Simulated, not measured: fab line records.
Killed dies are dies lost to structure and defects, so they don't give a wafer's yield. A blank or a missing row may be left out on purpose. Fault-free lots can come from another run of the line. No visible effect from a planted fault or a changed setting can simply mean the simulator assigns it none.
fab line records / flow gf180mcu
record: lots: 14 wafers: 42 last-day: 34
route steps=602 shown V3@447 V4@494
lots untouched by any fault: they come from a run of this same line in which no faults occurred
start-h: hours from the record's opening day to when the first of the lot's shown wafers began / wait-h: hours elapsed since this lot's preceding step / " repeats the value in the row above / L1.1+2: a row that stands for several wafers / - either no value or no given start / * or withheld: withheld / < > ~ a bound
route shown NAME@n: NAME is a module with steps in the file, n the number in the route of the first one / usual: mean and standard deviation over wafers with no fault / same: alike in all rows / chamber/n: place in a boat / sites: readings site by site / _std_site: the standard deviation of these / _edge_site: inner sites' mean taken away from outer sites' mean / radius-mm: how far each site lies from the wafer's centre / mask NAME#n: copy n / behind: the most recent tool/chamber to have shaped the wafer / hold: the reason the lot was held/the length of the hold in hours/how it ended / device: names the non-switching transistor (n, p or np) / end of line: the route-end tests of the same wafers / step lacking rows: just its recipe / killed: the dies lost at the first sort to structure and to defects; this is not the yield of the wafer / map: shows each die of a wafer: x if killed, . if not, _ if none is there
set.NAME: setting as actually run; set.NAME@STEP: the setting as run at that earlier step / model.NAME: the simulator's own value behind a step, which no gauge read
one table for each step of the route and one row for each wafer, over a sample of lots
services: the hour from which a tool's chamber was out of use, counted from the record's first day as start-h (under 0 if before that day), plus the number of hours and why
== steps ==
step: GF_V3_STRIP_18
recipe: chemistry: O2/N2 power-w: 1400 pressure-mtorr: 1500 platen-temp-c: 250 o2-flow-sccm: 3000 n2-flow-sccm: 300 overash-fraction: 0.5
usual: chamber-pressure-mTorr: 1500.0/1.3 drypump-motor-current-A: 5.6/0.66 heater-power-w: 319/32 oes-product-au: 0.592/0.005
lot.wafer=L898.1 tool=plasma-asher-04 chamber=1 start-h=518.92 wait-h=- chamber-pressure-mTorr=1499.8 drypump-motor-current-A=6.5 heater-power-w=338 oes-product-au=0.596 rf-hours-counter-h=63
lot.wafer=L898.2 tool=plasma-asher-04 chamber=0 start-h=518.92 wait-h=- chamber-pressure-mTorr=1500.3 drypump-motor-current-A=5.0 heater-power-w=277 oes-product-au=0.587 rf-hours-counter-h=63
lot.wafer=L898.3 tool=plasma-asher-04 chamber=1 start-h=518.92 wait-h=- chamber-pressure-mTorr=1499.6 drypump-motor-current-A=6.5 heater-power-w=329 oes-product-au=0.596 rf-hours-counter-h=-
lot.wafer=L899.1 tool=plasma-asher-04 chamber=1 start-h=527.77 wait-h=- chamber-pressure-mTorr=1499.3 drypump-motor-current-A=6.5 heater-power-w=336 oes-product-au=0.603 rf-hours-counter-h=64
lot.wafer=L899.3 tool=plasma-asher-04 chamber=1 start-h=527.77 wait-h=- chamber-pressure-mTorr=1501.3 drypump-motor-current-A=6.5 heater-power-w=331 oes-product-au=0.596 rf-hours-counter-h=-
lot.wafer=L899.6 tool=plasma-asher-04 chamber=0 start-h=527.77 wait-h=- chamber-pressure-mTorr=1499.1 drypump-motor-current-A=5.0 heater-power-w=283 oes-product-au=0.589 rf-hours-counter-h=-
lot.wafer=L901.1 tool=plasma-asher-04 chamber=1 start-h=549.52 wait-h=- chamber-pressure-mTorr=1501.7 drypump-motor-current-A=6.5 heater-power-w=327 oes-product-au=0.592 rf-hours-counter-h=66
lot.wafer=L901.5 tool=plasma-asher-04 chamber=1 start-h=549.52 wait-h=- chamber-pressure-mTorr=1500.4 drypump-motor-current-A=6.5 heater-power-w=331 oes-product-au=0.600 rf-hours-counter-h=-
lot.wafer=L901.6 tool=plasma-asher-04 chamber=0 start-h=549.52 wait-h=- chamber-pressure-mTorr=1499.9 drypump-motor-current-A=5.0 heater-power-w=274 oes-product-au=0.592 rf-hours-counter-h=-
lot.wafer=L902.4 tool=plasma-asher-04 chamber=0 start-h=560.25 wait-h=- chamber-pressure-mTorr=1500.2 drypump-motor-current-A=5.0 heater-power-w=274 oes-product-au=0.586 rf-hours-counter-h=-
lot.wafer=L902.5 tool=plasma-asher-04 chamber=1 start-h=560.25 wait-h=- chamber-pressure-mTorr=1500.2 drypump-motor-current-A=6.5 heater-power-w=327 oes-product-au=0.593 rf-hours-counter-h=-
lot.wafer=L902.6 tool=plasma-asher-04 chamber=0 start-h=560.25 wait-h=- chamber-pressure-mTorr=1498.7 drypump-motor-current-A=5.0 heater-power-w=278 oes-product-au=0.600 rf-hours-counter-h=-
lot.wafer=L907.1 tool=plasma-asher-03 chamber=0 start-h=601.07 wait-h=- chamber-pressure-mTorr=1503.0 drypump-motor-current-A=4.9 heater-power-w=336 oes-product-au=0.586 rf-hours-counter-h=96
lot.wafer=L907.4 tool=plasma-asher-03 chamber=0 start-h=601.07 wait-h=- chamber-pressure-mTorr=1498.7 drypump-motor-current-A=4.9 heater-power-w=333 oes-product-au=0.588 rf-hours-counter-h=-
lot.wafer=L907.6 tool=plasma-asher-03 chamber=0 start-h=601.07 wait-h=- chamber-pressure-mTorr=1499.0 drypump-motor-current-A=4.9 heater-power-w=331 oes-product-au=0.594 rf-hours-counter-h=-
lot.wafer=L909.4 tool=plasma-asher-04 chamber=1 start-h=618.05 wait-h=- chamber-pressure-mTorr=1502.2 drypump-motor-current-A=6.5 heater-power-w=343 oes-product-au=0.579 rf-hours-counter-h=-
lot.wafer=L909.5 tool=plasma-asher-04 chamber=1 start-h=618.05 wait-h=- chamber-pressure-mTorr=1500.8 drypump-motor-current-A=6.5 heater-power-w=331 oes-product-au=0.589 rf-hours-counter-h=-
lot.wafer=L909.6 tool=plasma-asher-04 chamber=0 start-h=618.05 wait-h=- chamber-pressure-mTorr=1496.6 drypump-motor-current-A=5.0 heater-power-w=283 oes-product-au=0.580 rf-hours-counter-h=-
lot.wafer=L910.2 tool=plasma-asher-04 chamber=0 start-h=629.12 wait-h=- chamber-pressure-mTorr=1502.9 drypump-motor-current-A=5.0 heater-power-w=278 oes-product-au=0.583 rf-hours-counter-h=75
lot.wafer=L910.5 tool=plasma-asher-04 chamber=0 start-h=629.12 wait-h=- chamber-pressure-mTorr=1499.9 drypump-motor-current-A=5.0 heater-power-w=284 oes-product-au=0.586 rf-hours-counter-h=-
lot.wafer=L910.6 tool=plasma-asher-04 chamber=1 start-h=629.12 wait-h=- chamber-pressure-mTorr=1499.5 drypump-motor-current-A=6.5 heater-power-w=341 oes-product-au=0.591 rf-hours-counter-h=-
lot.wafer=L911.3 tool=plasma-asher-04 chamber=0 start-h=635.85 wait-h=- chamber-pressure-mTorr=1499.0 drypump-motor-current-A=5.0 heater-power-w=280 oes-product-au=0.594 rf-hours-counter-h=-
lot.wafer=L911.5 tool=plasma-asher-04 chamber=1 start-h=635.85 wait-h=- chamber-pressure-mTorr=1499.8 drypump-motor-current-A=6.5 heater-power-w=332 oes-product-au=0.590 rf-hours-counter-h=-
lot.wafer=L911.6 tool=plasma-asher-04 chamber=0 start-h=635.85 wait-h=- chamber-pressure-mTorr=1502.1 drypump-motor-current-A=5.0 heater-power-w=283 oes-product-au=0.584 rf-hours-counter-h=-
lot.wafer=L915.2 tool=plasma-asher-02 chamber=1 start-h=662.42 wait-h=- chamber-pressure-mTorr=1501.3 drypump-motor-current-A=5.1 heater-power-w=308 oes-product-au=0.595 rf-hours-counter-h=27
lot.wafer=L915.4 tool=plasma-asher-02 chamber=1 start-h=662.42 wait-h=- chamber-pressure-mTorr=1500.7 drypump-motor-current-A=5.1 heater-power-w=307 oes-product-au=0.591 rf-hours-counter-h=-
lot.wafer=L915.5 tool=plasma-asher-02 chamber=1 start-h=662.42 wait-h=- chamber-pressure-mTorr=1500.9 drypump-motor-current-A=5.1 heater-power-w=312 oes-product-au=0.596 rf-hours-counter-h=-
lot.wafer=L917.2 tool=plasma-asher-03 chamber=0 start-h=668.92 wait-h=- chamber-pressure-mTorr=1502.8 drypump-motor-current-A=5.0 heater-power-w=340 oes-product-au=0.592 rf-hours-counter-h=103
lot.wafer=L917.3 tool=plasma-asher-03 chamber=0 start-h=668.92 wait-h=- chamber-pressure-mTorr=1498.7 drypump-motor-current-A=5.0 heater-power-w=333 oes-product-au=0.588 rf-hours-counter-h=-
lot.wafer=L917.4 tool=plasma-asher-03 chamber=1 start-h=668.92 wait-h=- chamber-pressure-mTorr=1500.8 drypump-motor-current-A=5.1 heater-power-w=391 oes-product-au=0.588 rf-hours-counter-h=-
lot.wafer=L916.3 tool=plasma-asher-02 chamber=0 start-h=670.01 wait-h=- chamber-pressure-mTorr=1500.1 drypump-motor-current-A=5.6 heater-power-w=335 oes-product-au=0.581 rf-hours-counter-h=-
lot.wafer=L916.4 tool=plasma-asher-02 chamber=1 start-h=670.01 wait-h=- chamber-pressure-mTorr=1501.5 drypump-motor-current-A=5.1 heater-power-w=309 oes-product-au=0.589 rf-hours-counter-h=-
lot.wafer=L916.6 tool=plasma-asher-02 chamber=1 start-h=670.01 wait-h=- chamber-pressure-mTorr=1502.4 drypump-motor-current-A=5.1 heater-power-w=313 oes-product-au=0.593 rf-hours-counter-h=-
lot.wafer=L918.1 tool=plasma-asher-04 chamber=1 start-h=677.42 wait-h=- chamber-pressure-mTorr=1500.7 drypump-motor-current-A=6.5 heater-power-w=336 oes-product-au=0.600 rf-hours-counter-h=79
lot.wafer=L918.5 tool=plasma-asher-04 chamber=1 start-h=677.42 wait-h=- chamber-pressure-mTorr=1498.0 drypump-motor-current-A=6.5 heater-power-w=338 oes-product-au=0.600 rf-hours-counter-h=-
lot.wafer=L918.6 tool=plasma-asher-04 chamber=0 start-h=677.42 wait-h=- chamber-pressure-mTorr=1500.2 drypump-motor-current-A=5.0 heater-power-w=282 oes-product-au=0.596 rf-hours-counter-h=-
lot.wafer=L919.2 tool=plasma-asher-02 chamber=0 start-h=679.27 wait-h=- chamber-pressure-mTorr=1501.8 drypump-motor-current-A=5.6 heater-power-w=334 oes-product-au=0.597 rf-hours-counter-h=29
lot.wafer=L919.3 tool=plasma-asher-02 chamber=0 start-h=679.27 wait-h=- chamber-pressure-mTorr=1501.6 drypump-motor-current-A=5.7 heater-power-w=332 oes-product-au=0.596 rf-hours-counter-h=-
lot.wafer=L919.5 tool=plasma-asher-02 chamber=1 start-h=679.27 wait-h=- chamber-pressure-mTorr=1501.1 drypump-motor-current-A=5.1 heater-power-w=310 oes-product-au=0.590 rf-hours-counter-h=-
lot.wafer=L920.3 tool=plasma-asher-04 chamber=1 start-h=687.40 wait-h=- chamber-pressure-mTorr=1501.8 drypump-motor-current-A=6.5 heater-power-w=334 oes-product-au=0.599 rf-hours-counter-h=-
lot.wafer=L920.5 tool=plasma-asher-04 chamber=1 start-h=687.40 wait-h=- chamber-pressure-mTorr=1501.9 drypump-motor-current-A=6.5 heater-power-w=336 oes-product-au=0.596 rf-hours-counter-h=-
lot.wafer=L920.6 tool=plasma-asher-04 chamber=0 start-h=687.40 wait-h=- chamber-pressure-mTorr=1499.4 drypump-motor-current-A=5.0 heater-power-w=283 oes-product-au=0.597 rf-hours-counter-h=-
step: GF_V4_STRIP_18
recipe: chemistry: O2/N2 power-w: 1400 pressure-mtorr: 1500 platen-temp-c: 250 o2-flow-sccm: 3000 n2-flow-sccm: 300 overash-fraction: 0.5
usual: chamber-pressure-mTorr: 1499.9/1.6 drypump-motor-current-A: 5.3/0.45 heater-power-w: 346/26 oes-product-au: 0.592/0.005
lot.wafer=L898.1 tool=plasma-asher-01 chamber=1 start-h=567.71 wait-h=- chamber-pressure-mTorr=1499.0 drypump-motor-current-A=6.1 heater-power-w=350 oes-product-au=0.587 rf-hours-counter-h=52
lot.wafer=L898.2 tool=plasma-asher-01 chamber=0 start-h=567.71 wait-h=- chamber-pressure-mTorr=1498.4 drypump-motor-current-A=4.9 heater-power-w=334 oes-product-au=0.602 rf-hours-counter-h=52
lot.wafer=L898.3 tool=plasma-asher-01 chamber=1 start-h=567.71 wait-h=- chamber-pressure-mTorr=1501.0 drypump-motor-current-A=6.1 heater-power-w=346 oes-product-au=0.590 rf-hours-counter-h=-
lot.wafer=L899.1 tool=plasma-asher-03 chamber=1 start-h=575.01 wait-h=- chamber-pressure-mTorr=1501.4 drypump-motor-current-A=5.1 heater-power-w=395 oes-product-au=0.593 rf-hours-counter-h=93
lot.wafer=L899.3 tool=plasma-asher-03 chamber=0 start-h=575.01 wait-h=- chamber-pressure-mTorr=1501.6 drypump-motor-current-A=5.0 heater-power-w=330 oes-product-au=0.586 rf-hours-counter-h=-
lot.wafer=L899.6 tool=plasma-asher-03 chamber=1 start-h=575.01 wait-h=- chamber-pressure-mTorr=1499.2 drypump-motor-current-A=5.1 heater-power-w=390 oes-product-au=0.589 rf-hours-counter-h=-
lot.wafer=L901.1 tool=plasma-asher-02 chamber=0 start-h=595.77 wait-h=- chamber-pressure-mTorr=1499.9 drypump-motor-current-A=5.7 heater-power-w=333 oes-product-au=0.592 rf-hours-counter-h=20
lot.wafer=L901.5 tool=plasma-asher-02 chamber=0 start-h=595.77 wait-h=- chamber-pressure-mTorr=1501.7 drypump-motor-current-A=5.6 heater-power-w=341 oes-product-au=0.592 rf-hours-counter-h=-
lot.wafer=L901.6 tool=plasma-asher-02 chamber=1 start-h=595.77 wait-h=- chamber-pressure-mTorr=1498.5 drypump-motor-current-A=5.1 heater-power-w=317 oes-product-au=0.585 rf-hours-counter-h=-
lot.wafer=L902.4 tool=plasma-asher-01 chamber=1 start-h=605.20 wait-h=- chamber-pressure-mTorr=1500.2 drypump-motor-current-A=6.1 heater-power-w=350 oes-product-au=0.589 rf-hours-counter-h=-
lot.wafer=L902.5 tool=plasma-asher-01 chamber=1 start-h=605.20 wait-h=- chamber-pressure-mTorr=1499.2 drypump-motor-current-A=6.1 heater-power-w=359 oes-product-au=0.582 rf-hours-counter-h=-
lot.wafer=L902.6 tool=plasma-asher-01 chamber=0 start-h=605.20 wait-h=- chamber-pressure-mTorr=1499.7 drypump-motor-current-A=4.9 heater-power-w=329 oes-product-au=0.585 rf-hours-counter-h=-
lot.wafer=L907.1 tool=plasma-asher-03 chamber=1 start-h=643.82 wait-h=- chamber-pressure-mTorr=1500.5 drypump-motor-current-A=5.1 heater-power-w=384 oes-product-au=0.595 rf-hours-counter-h=101
lot.wafer=L907.4 tool=plasma-asher-03 chamber=0 start-h=643.82 wait-h=- chamber-pressure-mTorr=1500.3 drypump-motor-current-A=5.0 heater-power-w=337 oes-product-au=0.591 rf-hours-counter-h=-
lot.wafer=L907.6 tool=plasma-asher-03 chamber=0 start-h=643.82 wait-h=- chamber-pressure-mTorr=1498.6 drypump-motor-current-A=5.0 heater-power-w=331 oes-product-au=0.593 rf-hours-counter-h=-
lot.wafer=L909.4 tool=plasma-asher-02 chamber=0 start-h=661.40 wait-h=- chamber-pressure-mTorr=1500.6 drypump-motor-current-A=5.7 heater-power-w=336 oes-product-au=0.591 rf-hours-counter-h=-
lot.wafer=L909.5 tool=plasma-asher-02 chamber=1 start-h=661.40 wait-h=- chamber-pressure-mTorr=1499.3 drypump-motor-current-A=5.1 heater-power-w=307 oes-product-au=0.578 rf-hours-counter-h=-
lot.wafer=L909.6 tool=plasma-asher-02 chamber=0 start-h=661.40 wait-h=- chamber-pressure-mTorr=1499.7 drypump-motor-current-A=5.6 heater-power-w=328 oes-product-au=0.588 rf-hours-counter-h=-
lot.wafer=L910.2 tool=plasma-asher-02 chamber=1 start-h=671.22 wait-h=- chamber-pressure-mTorr=- drypump-motor-current-A=- heater-power-w=- oes-product-au=- rf-hours-counter-h=-
lot.wafer=L910.5 tool=plasma-asher-02 chamber=1 start-h=671.22 wait-h=- chamber-pressure-mTorr=- drypump-motor-current-A=- heater-power-w=- oes-product-au=- rf-hours-counter-h=-
lot.wafer=L910.6 tool=plasma-asher-02 chamber=0 start-h=671.22 wait-h=- chamber-pressure-mTorr=- drypump-motor-current-A=- heater-power-w=- oes-product-au=- rf-hours-counter-h=-
lot.wafer=L911.3 tool=plasma-asher-01 chamber=1 start-h=677.21 wait-h=- chamber-pressure-mTorr=- drypump-motor-current-A=- heater-power-w=- oes-product-au=- rf-hours-counter-h=-
lot.wafer=L911.5 tool=plasma-asher-01 chamber=0 start-h=677.21 wait-h=- chamber-pressure-mTorr=- drypump-motor-current-A=- heater-power-w=- oes-product-au=- rf-hours-counter-h=-
lot.wafer=L911.6 tool=plasma-asher-01 chamber=1 start-h=677.21 wait-h=- chamber-pressure-mTorr=- drypump-motor-current-A=- heater-power-w=- oes-product-au=- rf-hours-counter-h=-
lot.wafer=L915.2 tool=plasma-asher-01 chamber=1 start-h=702.72 wait-h=- chamber-pressure-mTorr=1498.3 drypump-motor-current-A=6.1 heater-power-w=348 oes-product-au=0.588 rf-hours-counter-h=67
lot.wafer=L915.4 tool=plasma-asher-01 chamber=1 start-h=702.72 wait-h=- chamber-pressure-mTorr=1498.4 drypump-motor-current-A=6.1 heater-power-w=361 oes-product-au=0.595 rf-hours-counter-h=-
lot.wafer=L915.5 tool=plasma-asher-01 chamber=1 start-h=702.72 wait-h=- chamber-pressure-mTorr=1499.9 drypump-motor-current-A=6.1 heater-power-w=354 oes-product-au=0.598 rf-hours-counter-h=-
lot.wafer=L917.2 tool=plasma-asher-01 chamber=0 start-h=709.16 wait-h=- chamber-pressure-mTorr=1498.7 drypump-motor-current-A=4.9 heater-power-w=335 oes-product-au=0.590 rf-hours-counter-h=67
lot.wafer=L917.3 tool=plasma-asher-01 chamber=1 start-h=709.16 wait-h=- chamber-pressure-mTorr=1500.0 drypump-motor-current-A=6.1 heater-power-w=357 oes-product-au=0.599 rf-hours-counter-h=-
lot.wafer=L917.4 tool=plasma-asher-01 chamber=0 start-h=709.16 wait-h=- chamber-pressure-mTorr=1500.8 drypump-motor-current-A=4.9 heater-power-w=337 oes-product-au=0.589 rf-hours-counter-h=-
lot.wafer=L916.3 tool=plasma-asher-03 chamber=0 start-h=710.55 wait-h=- chamber-pressure-mTorr=1499.4 drypump-motor-current-A=5.0 heater-power-w=338 oes-product-au=0.598 rf-hours-counter-h=-
lot.wafer=L916.4 tool=plasma-asher-03 chamber=1 start-h=710.55 wait-h=- chamber-pressure-mTorr=1496.3 drypump-motor-current-A=5.1 heater-power-w=404 oes-product-au=0.586 rf-hours-counter-h=-
lot.wafer=L916.6 tool=plasma-asher-03 chamber=0 start-h=710.55 wait-h=- chamber-pressure-mTorr=1503.9 drypump-motor-current-A=5.0 heater-power-w=328 oes-product-au=0.587 rf-hours-counter-h=-
lot.wafer=L918.1 tool=plasma-asher-03 chamber=1 start-h=717.72 wait-h=- chamber-pressure-mTorr=1499.5 drypump-motor-current-A=5.1 heater-power-w=390 oes-product-au=0.590 rf-hours-counter-h=109
lot.wafer=L918.5 tool=plasma-asher-03 chamber=1 start-h=717.72 wait-h=- chamber-pressure-mTorr=1499.8 drypump-motor-current-A=5.1 heater-power-w=394 oes-product-au=0.597 rf-hours-counter-h=-
lot.wafer=L918.6 tool=plasma-asher-03 chamber=0 start-h=717.72 wait-h=- chamber-pressure-mTorr=1497.5 drypump-motor-current-A=5.0 heater-power-w=338 oes-product-au=0.595 rf-hours-counter-h=-
lot.wafer=L919.2 tool=plasma-asher-03 chamber=0 start-h=720.22 wait-h=- chamber-pressure-mTorr=1498.4 drypump-motor-current-A=5.0 heater-power-w=335 oes-product-au=0.593 rf-hours-counter-h=109
lot.wafer=L919.3 tool=plasma-asher-03 chamber=0 start-h=720.22 wait-h=- chamber-pressure-mTorr=1497.4 drypump-motor-current-A=5.0 heater-power-w=330 oes-product-au=0.589 rf-hours-counter-h=-
lot.wafer=L919.5 tool=plasma-asher-03 chamber=0 start-h=720.22 wait-h=- chamber-pressure-mTorr=1500.9 drypump-motor-current-A=5.0 heater-power-w=333 oes-product-au=0.591 rf-hours-counter-h=-
lot.wafer=L920.3 tool=plasma-asher-03 chamber=0 start-h=726.50 wait-h=- chamber-pressure-mTorr=1500.7 drypump-motor-current-A=5.0 heater-power-w=332 oes-product-au=0.601 rf-hours-counter-h=-
lot.wafer=L920.5 tool=plasma-asher-03 chamber=0 start-h=726.50 wait-h=- chamber-pressure-mTorr=1501.3 drypump-motor-current-A=4.9 heater-power-w=327 oes-product-au=0.587 rf-hours-counter-h=-
lot.wafer=L920.6 tool=plasma-asher-03 chamber=1 start-h=726.50 wait-h=- chamber-pressure-mTorr=1500.0 drypump-motor-current-A=5.0 heater-power-w=396 oes-product-au=0.594 rf-hours-counter-h=-
step: GF_V4_CVD_23
recipe: material: W target-thk-nm: 350 time-s: 104.9 temp-c: 400 pressure-torr: 40
usual: heater-power-w: 840/95 susceptor-temp-C: 400.02/0.2
lot.wafer=L898.1 tool=cvd-w-01 chamber=0 start-h=568.34 wait-h=0.0 heater-power-w=849 susceptor-temp-C=400.09
lot.wafer=L898.2 tool=cvd-w-01 chamber=1 start-h=568.34 wait-h=0.0 heater-power-w=942 susceptor-temp-C=400.06
lot.wafer=L898.3 tool=cvd-w-01 chamber=1 start-h=568.34 wait-h=0.0 heater-power-w=938 susceptor-temp-C=400.04
lot.wafer=L899.1 tool=cvd-w-02 chamber=1 start-h=575.64 wait-h=0.0 heater-power-w=678 susceptor-temp-C=400.00
lot.wafer=L899.3 tool=cvd-w-02 chamber=0 start-h=575.64 wait-h=0.0 heater-power-w=779 susceptor-temp-C=400.25
lot.wafer=L899.6 tool=cvd-w-02 chamber=1 start-h=575.64 wait-h=0.0 heater-power-w=668 susceptor-temp-C=400.30
lot.wafer=L901.1 tool=cvd-w-01 chamber=0 start-h=596.75 wait-h=0.0 heater-power-w=850 susceptor-temp-C=399.90
lot.wafer=L901.5 tool=cvd-w-01 chamber=1 start-h=596.75 wait-h=0.0 heater-power-w=939 susceptor-temp-C=400.19
lot.wafer=L901.6 tool=cvd-w-01 chamber=0 start-h=596.75 wait-h=0.0 heater-power-w=865 susceptor-temp-C=400.20
lot.wafer=L902.4 tool=cvd-w-01 chamber=0 start-h=605.84 wait-h=0.1 heater-power-w=846 susceptor-temp-C=399.72
lot.wafer=L902.5 tool=cvd-w-01 chamber=1 start-h=605.84 wait-h=0.1 heater-power-w=947 susceptor-temp-C=400.24
lot.wafer=L902.6 tool=cvd-w-01 chamber=0 start-h=605.84 wait-h=0.1 heater-power-w=842 susceptor-temp-C=399.71
lot.wafer=L907.1 tool=cvd-w-01 chamber=0 start-h=644.47 wait-h=0.0 heater-power-w=857 susceptor-temp-C=399.82
lot.wafer=L907.4 tool=cvd-w-01 chamber=0 start-h=644.47 wait-h=0.0 heater-power-w=847 susceptor-temp-C=399.90
lot.wafer=L907.6 tool=cvd-w-01 chamber=0 start-h=644.47 wait-h=0.0 heater-power-w=841 susceptor-temp-C=399.72
lot.wafer=L909.4 tool=cvd-w-02 chamber=0 start-h=662.04 wait-h=0.1 heater-power-w=767 susceptor-temp-C=399.81
lot.wafer=L909.5 tool=cvd-w-02 chamber=0 start-h=662.04 wait-h=0.1 heater-power-w=780 susceptor-temp-C=399.85
lot.wafer=L909.6 tool=cvd-w-02 chamber=1 start-h=662.04 wait-h=0.1 heater-power-w=682 susceptor-temp-C=400.03
lot.wafer=L910.2 tool=cvd-w-01 chamber=1 start-h=671.89 wait-h=0.1 heater-power-w=933 susceptor-temp-C=400.46
lot.wafer=L910.5 tool=cvd-w-01 chamber=1 start-h=671.89 wait-h=0.1 heater-power-w=971 susceptor-temp-C=400.26
lot.wafer=L910.6 tool=cvd-w-01 chamber=1 start-h=671.89 wait-h=0.1 heater-power-w=954 susceptor-temp-C=400.13
lot.wafer=L911.3 tool=cvd-w-01 chamber=0 start-h=677.87 wait-h=0.1 heater-power-w=854 susceptor-temp-C=400.10
lot.wafer=L911.5 tool=cvd-w-01 chamber=1 start-h=677.87 wait-h=0.1 heater-power-w=946 susceptor-temp-C=399.95
lot.wafer=L911.6 tool=cvd-w-01 chamber=0 start-h=677.87 wait-h=0.1 heater-power-w=869 susceptor-temp-C=400.19
lot.wafer=L915.2 tool=cvd-w-01 chamber=1 start-h=703.35 wait-h=0.0 heater-power-w=926 susceptor-temp-C=399.91
lot.wafer=L915.4 tool=cvd-w-01 chamber=0 start-h=703.35 wait-h=0.0 heater-power-w=863 susceptor-temp-C=399.78
lot.wafer=L915.5 tool=cvd-w-01 chamber=1 start-h=703.35 wait-h=0.0 heater-power-w=963 susceptor-temp-C=400.16
lot.wafer=L917.2 tool=cvd-w-01 chamber=0 start-h=709.79 wait-h=0.0 heater-power-w=868 susceptor-temp-C=400.22
lot.wafer=L917.3 tool=cvd-w-01 chamber=0 start-h=709.79 wait-h=0.0 heater-power-w=846 susceptor-temp-C=400.04
lot.wafer=L917.4 tool=cvd-w-01 chamber=1 start-h=709.79 wait-h=0.0 heater-power-w=977 susceptor-temp-C=399.83
lot.wafer=L916.3 tool=cvd-w-02 chamber=1 start-h=711.20 wait-h=0.1 heater-power-w=675 susceptor-temp-C=400.06
lot.wafer=L916.4 tool=cvd-w-02 chamber=0 start-h=711.20 wait-h=0.1 heater-power-w=778 susceptor-temp-C=399.94
lot.wafer=L916.6 tool=cvd-w-02 chamber=0 start-h=711.20 wait-h=0.1 heater-power-w=784 susceptor-temp-C=399.92
lot.wafer=L918.1 tool=cvd-w-01 chamber=0 start-h=718.35 wait-h=0.0 heater-power-w=853 susceptor-temp-C=400.05
lot.wafer=L918.5 tool=cvd-w-01 chamber=0 start-h=718.35 wait-h=0.0 heater-power-w=846 susceptor-temp-C=400.00
lot.wafer=L918.6 tool=cvd-w-01 chamber=1 start-h=718.35 wait-h=0.0 heater-power-w=955 susceptor-temp-C=399.82
lot.wafer=L919.2 tool=cvd-w-01 chamber=0 start-h=720.85 wait-h=0.0 heater-power-w=845 susceptor-temp-C=399.66
lot.wafer=L919.3 tool=cvd-w-01 chamber=1 start-h=720.85 wait-h=0.0 heater-power-w=956 susceptor-temp-C=399.68
lot.wafer=L919.5 tool=cvd-w-01 chamber=0 start-h=720.85 wait-h=0.0 heater-power-w=819 susceptor-temp-C=399.87
lot.wafer=L920.3 tool=cvd-w-01 chamber=1 start-h=727.48 wait-h=0.1 heater-power-w=953 susceptor-temp-C=400.25
lot.wafer=L920.5 tool=cvd-w-01 chamber=1 start-h=727.48 wait-h=0.1 heater-power-w=957 susceptor-temp-C=400.31
lot.wafer=L920.6 tool=cvd-w-01 chamber=0 start-h=727.48 wait-h=0.1 heater-power-w=872 susceptor-temp-C=400.16
== services ==
tool=cvd-w-01 chamber=- start-h=523.63 hours=3.5 kind=repair
tool=plasma-asher-03 chamber=- start-h=555.48 hours=2.8 kind=pm
tool=cvd-w-01 chamber=0 start-h=560.66 hours=4.7 kind=repair
tool=plasma-asher-03 chamber=- start-h=563.74 hours=5.1 kind=repair
tool=plasma-asher-02 chamber=- start-h=604.94 hours=7.1 kind=repair
tool=cvd-w-01 chamber=- start-h=607.18 hours=6.9 kind=pm
tool=cvd-w-02 chamber=1 start-h=607.28 hours=6.9 kind=repair
tool=cvd-w-02 chamber=- start-h=621.34 hours=1.3 kind=repair
tool=cvd-w-01 chamber=- start-h=640.61 hours=0.3 kind=repair
tool=cvd-w-01 chamber=0 start-h=663.44 hours=9.8 kind=repair
tool=plasma-asher-04 chamber=- start-h=692.81 hours=6.7 kind=repair
tool=cvd-w-02 chamber=- start-h=704.31 hours=6.0 kind=pm
== key ==
first-sign: step: GF_V4_STRIP_18 reading: tool-record direction: missing
effect none on later readings
met-at GF_V4_STRIP_18
struck-lots L910,L911
later-rows-left-out L910.2,L910.5,L910.6,L911.3,L911.5,L911.6
sort-left-out L910.2,L910.5,L910.6,L911.3,L911.5,L911.6
not-acting-at GF_V3_STRIP_18,GF_V4_CVD_23
onset-between 661.40 671.22
fault: kind: skipped-step-whole tool: plasma-asher-01,plasma-asher-02 chamber: - onset-h: 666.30 steps: GF_V4_STRIP_18 scope: struck-lots-only
sort-left-out: the simulated sort isn't trusted on such a fault, so these wafers' sort isn't shown, and their yield isn't known
later-rows-left-out: the simulator's readings of these wafers behind a module that went badly wrong aren't trusted and aren't shown, but for the sort
